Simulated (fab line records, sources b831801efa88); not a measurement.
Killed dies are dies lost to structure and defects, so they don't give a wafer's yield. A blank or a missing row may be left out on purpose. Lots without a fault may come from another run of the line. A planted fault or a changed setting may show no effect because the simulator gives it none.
Which tool did it? | flow gf180mcu | 13 lots, 39 wafers sampled, at 3 steps of a route of 602

WHAT THE GAUGES READ, wafer by wafer
GF_DUAL_GATE_OVL_MEAS_11.
lot  | measured     | on         | DUAL_GATE_OVL (nm)
L585 | day 9 09:35  | overlay-02 | -1.1 -2.2 0.2
L586 | day 9 18:48  | overlay-02 | -1.1 -0.8 -0.9
L587 | day 10 00:38 | overlay-01 | 1.4 -1.6 -0.7
L588 | day 10 02:18 | overlay-02 | 2.1 -0.2 1.0
L590 | day 10 17:15 | overlay-01 | 0.4 0.7 0.1
L591 | day 10 23:38 | overlay-01 | 0.4 -1.4 0.3
L592 | day 11 07:03 | overlay-01 | 0.5 1.0 0.2
L593 | day 11 11:48 | overlay-02 | -0.9 0.1 -0.2
L595 | day 11 23:53 | overlay-01 | -3.2 -4.3 -3.6
L601 | day 13 23:03 | overlay-02 | 0.9 0.8 0.9
L602 | day 14 03:26 | overlay-01 | 2.1 3.6 2.5
L603 | day 14 11:00 | overlay-02 | 0.0 -2.7 -2.6
L604 | day 14 18:41 | overlay-02 | -1.9 0.2 -0.7

GF_POLY_GATE_CD_MEAS_18.
lot  | measured     | on        | cd_nm (nm)
L585 | day 10 08:23 | cd_sem-01 | 279.8 279.2 277.4
L586 | day 10 19:01 | cd_sem-01 | 277.0 278.0 280.7
L587 | day 10 23:10 | cd_sem-01 | 279.6 279.3 280.8
L588 | day 11 02:51 | cd_sem-01 | 278.8 279.9 276.9
L590 | day 11 19:34 | cd_sem-01 | 275.8 276.4 278.7
L591 | day 11 23:11 | cd_sem-02 | 276.6 278.2 276.0
L592 | day 12 07:23 | cd_sem-02 | 279.3 278.5 281.8
L593 | day 12 11:42 | cd_sem-01 | 281.0 278.8 281.2
L595 | day 13 01:19 | cd_sem-02 | 282.7 279.9 280.4
L601 | day 15 02:35 | cd_sem-01 | 280.1 280.8 283.6
L602 | day 15 07:09 | cd_sem-02 | 280.2 277.8 274.8
L603 | day 15 13:13 | cd_sem-02 | 280.2 280.4 279.8
L604 | day 15 23:19 | cd_sem-01 | 281.7 277.9 275.8

GF_HV_LDD_CD_MEAS_31: target cd 400 nm.
lot  | measured     | on        | cd_nm (nm)
L585 | day 12 16:07 | cd_sem-02 | 404.1 403.6 402.8
L586 | day 13 04:29 | cd_sem-01 | 398.3 397.0 399.1
L587 | day 13 08:17 | cd_sem-01 | 398.4 398.1 398.9
L588 | day 13 13:55 | cd_sem-01 | 398.3 400.8 398.5
L590 | day 14 06:53 | cd_sem-02 | 401.6 401.2 401.9
L591 | day 14 11:12 | cd_sem-01 | 403.2 403.3 405.2
L592 | day 14 19:41 | cd_sem-01 | 400.9 401.2 401.0
L593 | day 15 01:11 | cd_sem-01 | 399.2 398.1 398.7
L595 | day 15 17:11 | cd_sem-01 | 395.9 398.6 396.1
L601 | day 17 23:14 | cd_sem-01 | 400.9 400.3 398.7
L602 | day 18 04:45 | cd_sem-02 | 394.4 395.4 393.4
L603 | day 18 08:54 | cd_sem-01 | 400.9 402.8 399.1
L604 | day 18 20:44 | cd_sem-01 | 404.0 400.3 400.5

WHICH TOOL RAN EACH LOT (tool, then ch and the chambers of the sampled wafers, then the start)
The record holds no process step before these readings.

WHAT THE TOOLS THEMSELVES READ (means of the sampled wafers that have a number; where no wafer has one, the mark that the record gives instead)
The record holds no such reading with a usual standard deviation.

THE ANSWER, worked out from the rows above alone
Rule: what is usual is taken from the lots themselves. Put in order of their means at a reading, lots are off if they are a third of the lots or fewer, leave a main group of 4 or more, and stand apart from it by a gap of 3 or more times the standard deviation of the main group's means; of several such gaps the widest counts. A main group whose means are all the same, to the digits that the tables above print for the reading, isn't used. A lot without any number at a reading at which 4 lots or more have one is off too. The other lots that the step has rows for count as sound. The gauges are gone through in route order, then the tools' own readings, and for those a lot's mean is taken as printed above. The first step at which some lot is off is used, and at that step the reading that is off furthest; a lot without a number counts as furthest.
No lot is off at any reading shown: from this, nothing can be told.

WHAT THE SIMULATOR HAD PUT IN
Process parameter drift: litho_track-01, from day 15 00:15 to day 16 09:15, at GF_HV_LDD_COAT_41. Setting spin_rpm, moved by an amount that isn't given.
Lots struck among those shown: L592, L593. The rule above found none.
